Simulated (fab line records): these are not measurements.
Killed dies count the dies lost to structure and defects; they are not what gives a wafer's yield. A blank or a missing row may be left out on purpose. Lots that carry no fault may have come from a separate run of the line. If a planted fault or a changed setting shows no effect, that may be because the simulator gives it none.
fab line records | flow sky130
record lots=12 | wafers=36 | last_day=50
route steps=708 shown SONOS_TUNNEL@166 GATE_OXIDE@197 POLY_GATE@213 RES_PROTECT@214 PAD_OPEN@708
lots with no fault: from the same line, run without faults
start_h: hours from the record's first day to the start of the lot's first wafer shown | wait_h: hours elapsed since this lot's preceding step | " same as the row above | L1.1+2: a row that stands for several wafers | - no value, or no start was given | * or withheld: withheld | < > ~ a bound
route shown NAME@n: names a module that has steps shown in the file, with the first one's number in the route | usual: the fault-free wafers' mean and standard deviation | same: alike in all rows | chamber/n: place in a boat | sites: per-site readings | _std_site: their standard deviation | _edge_site: mean of outer sites minus mean of inner sites | radius_mm: for every site, how far away it sits from the centre of the wafer | mask NAME#n: copy n | behind: the most recent tool/chamber to have shaped the wafer | hold: what put the lot on hold/how long, in hours/how the hold closed | device: transistor that didn't switch, given as n, p or np | end of line: tests run on the same wafers once the route is complete | a step given without rows: its recipe and nothing more | killed: dies lost to structure and defects at the first sort, not the wafer's yield | map: shows each die of a wafer: x if killed, . if not, _ if none is there
set.NAME: setting as actually run; set.NAME@STEP: the setting as run at that earlier step | model.NAME: the simulator's own value behind a step, which no gauge read
the route's steps for a sample of lots (tables are steps, rows are wafers)
services: a tool's chamber out of use, with start hour (start_h, from the record's first day; less than 0 if before it), hours out, and reason
## steps
# step SKY_SONOS_TUNNEL_TW_MEAS_12
# usual SONOS_TUNNEL_TW=198.3/1.1
lot.wafer | tool          | chamber | start_h | wait_h | SONOS_TUNNEL_TW
L523.2    | film_metro-03 | -       | 293.51  | 0.0    | 196.4
L523.3    | "             | -       | "       | "      | 196.1
L523.4    | "             | -       | "       | "      | 196.8
L524.3    | film_metro-02 | -       | 295.04  | 0.0    | 199.4
L524.5    | "             | -       | "       | "      | 198.8
L524.6    | "             | -       | "       | "      | 198.7
L527.1    | film_metro-02 | -       | 308.01  | 0.0    | 198.5
L527.4    | "             | -       | "       | "      | 198.9
L527.6    | "             | -       | "       | "      | 197.7
L528.2    | film_metro-03 | -       | 312.14  | 0.0    | 199.0
L528.3    | "             | -       | "       | "      | 197.7
L528.6    | "             | -       | "       | "      | 197.8
L530.2    | film_metro-02 | -       | 333.79  | 0.0    | 199.4
L530.3    | "             | -       | "       | "      | 199.9
L530.6    | "             | -       | "       | "      | 199.6
L532.1    | film_metro-03 | -       | 349.51  | 0.0    | 199.3
L532.4    | "             | -       | "       | "      | 197.9
L532.6    | "             | -       | "       | "      | 197.8
L534.2    | film_metro-03 | -       | 364.19  | 0.0    | 197.8
L534.3    | "             | -       | "       | "      | 196.4
L534.6    | "             | -       | "       | "      | 197.0
L535.2    | film_metro-02 | -       | 366.86  | 0.0    | 200.5
L535.3    | "             | -       | "       | "      | 200.6
L535.5    | "             | -       | "       | "      | 199.7
L536.1    | film_metro-03 | -       | 376.77  | 0.0    | 197.4
L536.2    | "             | -       | "       | "      | 196.2
L536.4    | "             | -       | "       | "      | 196.4
L537.1    | film_metro-02 | -       | 380.54  | 0.0    | 200.1
L537.2    | "             | -       | "       | "      | 199.8
L537.4    | "             | -       | "       | "      | 200.2
L538.1    | film_metro-02 | -       | 390.33  | 0.0    | 198.7
L538.2    | "             | -       | "       | "      | 198.6
L538.6    | "             | -       | "       | "      | 199.2
L541.1    | film_metro-02 | -       | 412.46  | 0.0    | 197.8
L541.2    | "             | -       | "       | "      | 199.5
L541.5    | "             | -       | "       | "      | 199.0
# step SKY_GATE_OXIDE_OVL_MEAS_10
# usual GATE_OXIDE_OVL=-0.7/1.5
lot.wafer | tool       | chamber | start_h | wait_h | GATE_OXIDE_OVL[nm]
L523.2    | overlay-01 | -       | 353.10  | 0.1    | -0.3
L523.3    | "          | -       | "       | "      | -1.9
L523.4    | "          | -       | "       | "      | -0.9
L524.3    | overlay-02 | -       | 356.71  | 0.1    | -1.8
L524.5    | "          | -       | "       | "      | -3.0
L524.6    | "          | -       | "       | "      | -1.2
L527.1    | overlay-01 | -       | 371.61  | 0.1    | 0.6
L527.4    | "          | -       | "       | "      | 0.8
L527.6    | "          | -       | "       | "      | 1.3
L528.2    | overlay-01 | -       | 377.40  | 0.1    | 0.5
L528.3    | "          | -       | "       | "      | 0.9
L528.6    | "          | -       | "       | "      | -0.4
L530.2    | overlay-01 | -       | 404.75  | 0.1    | 0.6
L530.3    | "          | -       | "       | "      | -0.5
L530.6    | "          | -       | "       | "      | 0.8
L532.1    | overlay-02 | -       | 414.59  | 0.1    | -2.1
L532.4    | "          | -       | "       | "      | -2.7
L532.6    | "          | -       | "       | "      | -2.7
L534.2    | overlay-01 | -       | 428.67  | 0.1    | -0.5
L534.3    | "          | -       | "       | "      | 0.0
L534.6    | "          | -       | "       | "      | -0.1
L535.2    | overlay-01 | -       | 431.12  | 0.1    | -0.4
L535.3    | "          | -       | "       | "      | -0.3
L535.5    | "          | -       | "       | "      | 0.7
L536.1    | overlay-02 | -       | 445.19  | 0.1    | 0.2
L536.2    | "          | -       | "       | "      | 0.5
L536.4    | "          | -       | "       | "      | 1.0
L537.1    | overlay-02 | -       | 450.99  | 0.1    | 0.6
L537.2    | "          | -       | "       | "      | -1.3
L537.4    | "          | -       | "       | "      | 1.2
L538.1    | overlay-02 | -       | 459.94  | 0.1    | -0.5
L538.2    | "          | -       | "       | "      | -1.0
L538.6    | "          | -       | "       | "      | -0.2
L541.1    | overlay-02 | -       | 481.54  | 0.1    | 0.0
L541.2    | "          | -       | "       | "      | -1.5
L541.5    | "          | -       | "       | "      | -1.2
# step SKY_POLY_GATE_IMPLANT_02
# recipe species=P | energy_kev=30 | dose_cm2=7.7e+15 | tilt_deg=0
lot.wafer  | tool         | chamber | start_h | wait_h
L523.2+3+4 | implanter-04 | 0       | 384.24  | 0.1
L524.3+5+6 | implanter-04 | 0       | 387.79  | 0.1
L527.1+4+6 | implanter-01 | 0       | 404.44  | 0.1
L528.2+3+6 | implanter-02 | 0       | 412.69  | 0.1
L530.2+3+6 | implanter-04 | 0       | 439.89  | 0.1
L532.1+4+6 | implanter-04 | 0       | 447.81  | 0.1
L534.2+3+6 | implanter-01 | 0       | 463.62  | 0.1
L535.2+3+5 | implanter-02 | 0       | 467.94  | 0.1
L536.1+2+4 | implanter-04 | 0       | 478.69  | 0.1
L537.1+2+4 | implanter-04 | 0       | 485.01  | 0.1
L538.1+2+6 | implanter-04 | 0       | 495.04  | 0.1
L541.1+2+5 | implanter-02 | 0       | 515.11  | 0.1
# step SKY_RES_PROTECT_STRIP_07
# recipe chemistry=O2/N2 | power_w=1400 | pressure_mtorr=1500 | platen_temp_c=withheld | o2_flow_sccm=3000 | n2_flow_sccm=300 | overash_fraction=0.5
# usual drypump_motor_current_A=5.6/0.31 | oes_product_au=0.518/0.0042 | strip_time_to_endpoint_s=23.28/0.043
lot.wafer | tool            | chamber | start_h | wait_h | drypump_motor_current_A | oes_product_au | rf_hours_counter_h | strip_time_to_endpoint_s
L523.2    | plasma_asher-02 | 0       | 384.36  | 0.1    | 5.9                     | 0.517          | 28                 | 23.31
L523.3    | "               | 0       | "       | "      | 6.0                     | 0.524          | -                  | 23.27
L523.4    | "               | 1       | "       | "      | 5.8                     | 0.525          | -                  | 23.29
L524.3    | plasma_asher-03 | 0       | 387.93  | 0.1    | 5.2                     | 0.515          | -                  | 23.26
L524.5    | "               | 1       | "       | "      | 5.3                     | 0.526          | -                  | 23.18
L524.6    | "               | 0       | "       | "      | 5.2                     | 0.521          | -                  | 23.25
L527.1    | plasma_asher-03 | 0       | 404.59  | 0.1    | 5.3                     | 0.517          | 68                 | 23.24
L527.4    | "               | 1       | "       | "      | 5.3                     | 0.519          | -                  | 23.29
L527.6    | "               | 1       | "       | "      | 5.3                     | 0.516          | -                  | 23.26
L528.2    | plasma_asher-02 | 0       | 412.81  | 0.1    | 6.0                     | 0.514          | 31                 | 23.37
L528.3    | "               | 1       | "       | "      | 5.8                     | 0.518          | -                  | 23.39
L528.6    | "               | 1       | "       | "      | 5.7                     | 0.515          | -                  | 23.35
L530.2    | plasma_asher-02 | 0       | 440.01  | 0.1    | 5.9                     | 0.519          | 33                 | 23.25
L530.3    | "               | 1       | "       | "      | 5.7                     | 0.514          | -                  | 23.29
L530.6    | "               | 1       | "       | "      | 5.8                     | 0.513          | -                  | 23.24
L532.1    | plasma_asher-02 | 0       | 447.96  | 0.1    | 6.0                     | 0.514          | 33                 | 23.29
L532.4    | "               | 0       | "       | "      | 6.0                     | 0.519          | -                  | 23.30
L532.6    | "               | 0       | "       | "      | 5.9                     | 0.522          | -                  | 23.33
L534.2    | plasma_asher-02 | 1       | 463.74  | 0.1    | 5.8                     | 0.512          | 35                 | 23.23
L534.3    | "               | 1       | "       | "      | 5.8                     | 0.519          | -                  | 23.26
L534.6    | "               | 0       | "       | "      | 6.0                     | 0.520          | -                  | 23.26
L535.2    | plasma_asher-04 | 0       | 468.06  | 0.1    | 5.2                     | 0.522          | 4                  | 23.22
L535.3    | "               | 1       | "       | "      | 5.9                     | 0.524          | -                  | 23.25
L535.5    | "               | 0       | "       | "      | 5.2                     | 0.514          | -                  | 23.20
L536.1    | plasma_asher-04 | 0       | 478.84  | 0.1    | 5.2                     | 0.507          | 5                  | 24.18
L536.2    | "               | 1       | "       | "      | 5.9                     | 0.511          | 5                  | 24.14
L536.4    | "               | 1       | "       | "      | 5.9                     | 0.510          | -                  | 24.14
L537.1    | plasma_asher-04 | 0       | 485.16  | 0.1    | 5.2                     | 0.507          | 6                  | 24.17
L537.2    | "               | 1       | "       | "      | 5.9                     | 0.505          | 6                  | 24.15
L537.4    | "               | 1       | "       | "      | 5.9                     | 0.505          | -                  | 24.13
L538.1    | plasma_asher-03 | 0       | 495.19  | 0.1    | 5.2                     | 0.512          | 77                 | 24.17
L538.2    | "               | 1       | "       | "      | 5.4                     | 0.508          | 77                 | 24.15
L538.6    | "               | 0       | "       | "      | 5.2                     | 0.501          | -                  | 24.14
L541.1    | plasma_asher-02 | 1       | 515.26  | 0.1    | 5.7                     | 0.519          | 40                 | 23.30
L541.2    | "               | 0       | "       | "      | 6.0                     | 0.521          | 40                 | 23.29
L541.5    | "               | 0       | "       | "      | 5.9                     | 0.514          | -                  | 23.32
# step SKY_POLY_GATE_ETCH_16
# recipe stop_on=poly-Si | chemistry=CH3F/O2 | target=Si3N4 | source_w=400 | bias_w=80 | pressure_mtorr=25 | ch3f_flow_sccm=40 | O2_flow_sccm=30 | time_s=147.5 | target_depth_a=750
# usual drypump_motor_current_A=5.9/0.38 | oes_product_au=0.640/0.0051 | throttle_valve_pct=10.535/0.0086
lot.wafer | tool        | chamber | start_h | wait_h | drypump_motor_current_A | oes_product_au | rf_hours_counter_h | throttle_valve_pct
L523.2    | rie_diel-04 | 1       | 417.23  | 0.0    | 5.5                     | 0.641          | 65                 | 10.527
L523.3    | "           | 2       | "       | "      | 5.5                     | 0.647          | 7                  | 10.534
L523.4    | "           | 0       | "       | "      | 6.2                     | 0.639          | 5                  | 10.543
L524.3    | rie_diel-01 | 3       | 421.58  | 0.0    | 5.3                     | 0.635          | 1                  | 10.507
L524.5    | "           | 3       | "       | "      | 5.3                     | 0.648          | -                  | 10.533
L524.6    | "           | 0       | "       | "      | 5.7                     | 0.639          | -                  | 10.540
L527.1    | rie_diel-01 | 1       | 437.18  | 0.0    | 5.8                     | 0.637          | 8                  | 10.537
L527.4    | "           | 3       | "       | "      | 5.3                     | 0.635          | 1                  | 10.550
L527.6    | "           | 1       | "       | "      | 5.8                     | 0.637          | -                  | 10.534
L528.2    | rie_diel-04 | 0       | 446.03  | 0.0    | 6.3                     | 0.640          | 5                  | 10.533
L528.3    | "           | 3       | "       | "      | 6.3                     | 0.643          | 96                 | 10.539
L528.6    | "           | 1       | "       | "      | 5.5                     | 0.640          | -                  | 10.533
L530.2    | rie_diel-04 | 1       | 473.88  | 0.0    | 5.5                     | 0.638          | 66                 | 10.529
L530.3    | "           | 0       | "       | "      | 6.2                     | 0.638          | 6                  | 10.535
L530.6    | "           | 0       | "       | "      | 6.3                     | 0.638          | -                  | 10.529
L532.1    | rie_diel-03 | 1       | 479.85  | 0.0    | 6.0                     | 0.646          | 3                  | 10.537
L532.4    | "           | 0       | "       | "      | 6.2                     | 0.642          | 2                  | 10.554
L532.6    | "           | 1       | "       | "      | 6.0                     | 0.630          | -                  | 10.538
L534.2    | rie_diel-01 | 0       | 497.15  | 0.0    | 5.6                     | 0.652          | 7                  | 10.540
L534.3    | "           | 3       | "       | "      | 5.2                     | 0.644          | 2                  | 10.551
L534.6    | "           | 0       | "       | "      | 5.6                     | 0.648          | -                  | 10.543
L535.2    | rie_diel-04 | 2       | 500.38  | 0.0    | 5.5                     | 0.638          | 9                  | 10.529
L535.3    | "           | 0       | "       | "      | 6.2                     | 0.640          | 7                  | 10.538
L535.5    | "           | 1       | "       | "      | 5.5                     | 0.642          | -                  | 10.525
L536.1    | rie_diel-03 | 1       | 511.05  | 0.0    | 6.0                     | 0.628          | 4                  | 10.530
L536.2    | "           | 2       | "       | "      | 5.5                     | 0.635          | 7                  | 10.526
L536.4    | "           | 0       | "       | "      | 6.2                     | 0.644          | 2                  | 10.564
L537.1    | rie_diel-04 | 1       | 519.38  | 0.0    | 5.5                     | 0.634          | 67                 | 10.533
L537.2    | "           | 3       | "       | "      | 6.3                     | 0.634          | 0                  | 10.546
L537.4    | "           | 0       | "       | "      | 6.3                     | 0.644          | 7                  | 10.524
L538.1    | rie_diel-04 | 3       | 529.90  | 0.0    | 6.3                     | 0.640          | 1                  | 10.538
L538.2    | "           | 2       | "       | "      | 5.5                     | 0.635          | 10                 | 10.542
L538.6    | "           | 2       | "       | "      | 5.5                     | 0.639          | -                  | 10.528
L541.1    | rie_diel-04 | 1       | 547.65  | 0.0    | 5.5                     | 0.636          | 68                 | 10.532
L541.2    | "           | 2       | "       | "      | 5.5                     | 0.645          | 10                 | 10.537
L541.5    | "           | 1       | "       | "      | 5.5                     | 0.636          | -                  | 10.534
# step SKY_PAD_OPEN_PROBE_99
# usual killed_at_M0_to_M3=44/7.1 | killed_at_M4_up=3.5/2 | killed_at_contacts=24/5.3 | killed_at_front_end=15/4.8 | killed_at_other=0.1/0.35 | killed_dies=86/9.3 | killed_open=47/7.8 | killed_short=39/5.9
# same gross_dies=492 | killed_at_back_side=0
lot.wafer | tool      | chamber | start_h | wait_h | killed_at_M0_to_M3 | killed_at_M4_up | killed_at_contacts | killed_at_front_end | killed_at_other | killed_dies | killed_open | killed_short
L534.2    | prober-02 | -       | 1161.61 | 0.1    | 33                 | 6               | 19                 | 13                  | 0               | 71          | 36          | 35
L534.3    | prober-02 | -       | 1161.66 | 0.2    | 40                 | 0               | 21                 | 21                  | 0               | 82          | 40          | 42
L534.6    | prober-02 | -       | 1161.81 | 0.2    | 57                 | 3               | 32                 | 18                  | 0               | 110         | 61          | 49
L537.1    | prober-01 | -       | 1174.43 | 0.1    | 39                 | 2               | 25                 | 13                  | 0               | 79          | 43          | 36
L537.2    | prober-01 | -       | 1174.48 | 0.1    | 33                 | 2               | 29                 | 16                  | 0               | 80          | 42          | 38
L537.4    | prober-01 | -       | 1174.58 | 0.2    | 39                 | 5               | 33                 | 16                  | 0               | 93          | 52          | 41
L538.1    | prober-02 | -       | 1175.26 | 0.1    | 45                 | 4               | 22                 | 10                  | 0               | 81          | 39          | 42
L538.2    | prober-02 | -       | 1175.31 | 0.1    | 57                 | 1               | 19                 | 13                  | 0               | 90          | 51          | 39
L538.6    | prober-02 | -       | 1175.51 | 0.2    | 40                 | 4               | 22                 | 14                  | 0               | 80          | 30          | 50
# killed by level:class
L534.2 VIA2:geometric_particle:open=7 LI_CONTACT:geometric_particle:open=7 VIA1:geometric_particle:open=7 FIELD_ISO:geometric_particle:short=4 POLY_GATE:geometric_particle:short=4 CONTACT:geometric_particle:open=4 CONTACT:geometric_particle:short=4 METAL4:geometric_particle:short=4
L534.3 VIA1:geometric_particle:open=15 CONTACT:geometric_particle:open=7 FIELD_ISO:geometric_particle:short=6 POLY_GATE:geometric_particle:short=6 METAL2:geometric_particle:short=6 POLY_GATE:geometric_particle:open=5 LI_CONTACT:geometric_particle:open=5 METAL1:geometric_particle:short=5
L534.6 LI_CONTACT:geometric_particle:open=12 CONTACT:geometric_particle:open=10 VIA1:geometric_particle:open=9 METAL2:geometric_particle:short=8 POLY_GATE:geometric_particle:open=7 VIA3:geometric_particle:short=7 VIA3:geometric_particle:open=7 VIA2:geometric_particle:open=7
L537.1 LI_CONTACT:geometric_particle:open=8 CONTACT:geometric_particle:open=8 VIA1:geometric_particle:short=8 VIA3:geometric_particle:open=7 VIA1:geometric_particle:open=6 VIA2:geometric_particle:open=6 FIELD_ISO:geometric_particle:short=4 CONTACT:geometric_particle:short=4
L537.2 CONTACT:geometric_particle:open=11 LI_CONTACT:geometric_particle:open=8 VIA1:geometric_particle:open=8 METAL2:geometric_particle:short=8 VIA2:geometric_particle:open=7 FIELD_ISO:geometric_particle:short=5 POLY_GATE:geometric_particle:short=5 LOCAL_INTERCONNECT:geometric_particle:short=4
L537.4 CONTACT:geometric_particle:open=14 VIA3:geometric_particle:open=9 VIA1:geometric_particle:open=9 LI_CONTACT:geometric_particle:open=6 METAL1:geometric_particle:short=6 FIELD_ISO:geometric_particle:open=5 FIELD_ISO:geometric_particle:short=5 LOCAL_INTERCONNECT:geometric_particle:short=5
L538.1 METAL1:geometric_particle:short=10 VIA1:geometric_particle:open=8 LI_CONTACT:geometric_particle:open=7 VIA3:geometric_particle:open=6 VIA2:geometric_particle:open=5 LI_CONTACT:geometric_particle:short=4 CONTACT:geometric_particle:short=4 METAL2:geometric_particle:short=4
L538.2 VIA1:geometric_particle:open=11 CONTACT:geometric_particle:open=10 VIA3:geometric_particle:open=10 METAL2:geometric_particle:short=7 METAL1:geometric_particle:short=6 VIA2:geometric_particle:open=5 LI_CONTACT:geometric_particle:open=4 VIA2:geometric_particle:short=4
L538.6 CONTACT:geometric_particle:open=8 VIA1:geometric_particle:open=8 FIELD_ISO:geometric_particle:short=7 VIA1:geometric_particle:short=7 LI_CONTACT:geometric_particle:open=5 CONTACT:geometric_particle:short=5 METAL1:geometric_particle:short=5 VIA2:geometric_particle:short=5
## services
tool            | chamber | start_h | hours | kind
rie_diel-03     | -       | 382.29  | 2.8   | pm
rie_diel-03     | 0       | 395.69  | 2.5   | repair
rie_diel-01     | -       | 396.32  | 14.6  | pm
rie_diel-04     | 1       | 407.28  | 2.9   | repair
implanter-04    | -       | 410.58  | 0.6   | repair
plasma_asher-04 | -       | 421.25  | 9.0   | pm
plasma_asher-04 | 0       | 421.25  | 9.0   | vent_cycle
plasma_asher-04 | 1       | 421.25  | 9.0   | vent_cycle
plasma_asher-02 | -       | 426.38  | 9.4   | repair
plasma_asher-04 | 0       | 430.25  | -     | clean
plasma_asher-04 | 1       | 430.25  | -     | clean
rie_diel-04     | 2       | 457.39  | 4.0   | repair
implanter-04    | -       | 459.57  | 2.6   | repair
rie_diel-04     | 0       | 468.40  | 3.4   | repair
rie_diel-04     | -       | 468.91  | 2.8   | pm
implanter-04    | -       | 469.28  | 5.0   | pm
rie_diel-04     | 3       | 479.94  | -     | clean
rie_diel-04     | 3       | 479.94  | 19.6  | scheduled_down
rie_diel-04     | 3       | 479.94  | 19.6  | vent_cycle
implanter-02    | -       | 487.20  | 2.9   | pm
rie_diel-01     | 3       | 492.60  | 2.4   | repair
implanter-02    | -       | 493.67  | 2.5   | repair
rie_diel-04     | -       | 527.20  | 0.4   | repair
rie_diel-01     | 0       | 534.99  | 4.2   | repair
## key
first_sign step=SKY_RES_PROTECT_STRIP_07 | reading=strip_time_to_endpoint_s | direction=up | sigmas=20 | usual=* | struck=*
effect step=SKY_RES_PROTECT_STRIP_07 | reading=oes_product_au | direction=down | sigmas=2.5 | usual=0.518 | struck=0.507
met_at SKY_POLY_GATE_IMPLANT_02
struck_lots L536,L537,L538
tester_left_out L536,L537,L538
not_acting_at SKY_SONOS_TUNNEL_TW_MEAS_12,SKY_GATE_OXIDE_OVL_MEAS_10,SKY_POLY_GATE_ETCH_16
onset_between 447.81 478.69
fault kind=process_parameter_drift | tool=implanter-04 | chamber=- | onset_h=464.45 | steps=SKY_POLY_GATE_IMPLANT_02 | channel=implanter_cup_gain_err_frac | offset=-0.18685 | shape=step | end_h=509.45
# tester_left_out: of these lots the tester's yield and bins aren't shown, on N5 and GAA mostly nor the transistor test; their killed dies are dies lost to structure and defects alone, not to doping, threshold or leakage, so they don't give the yield
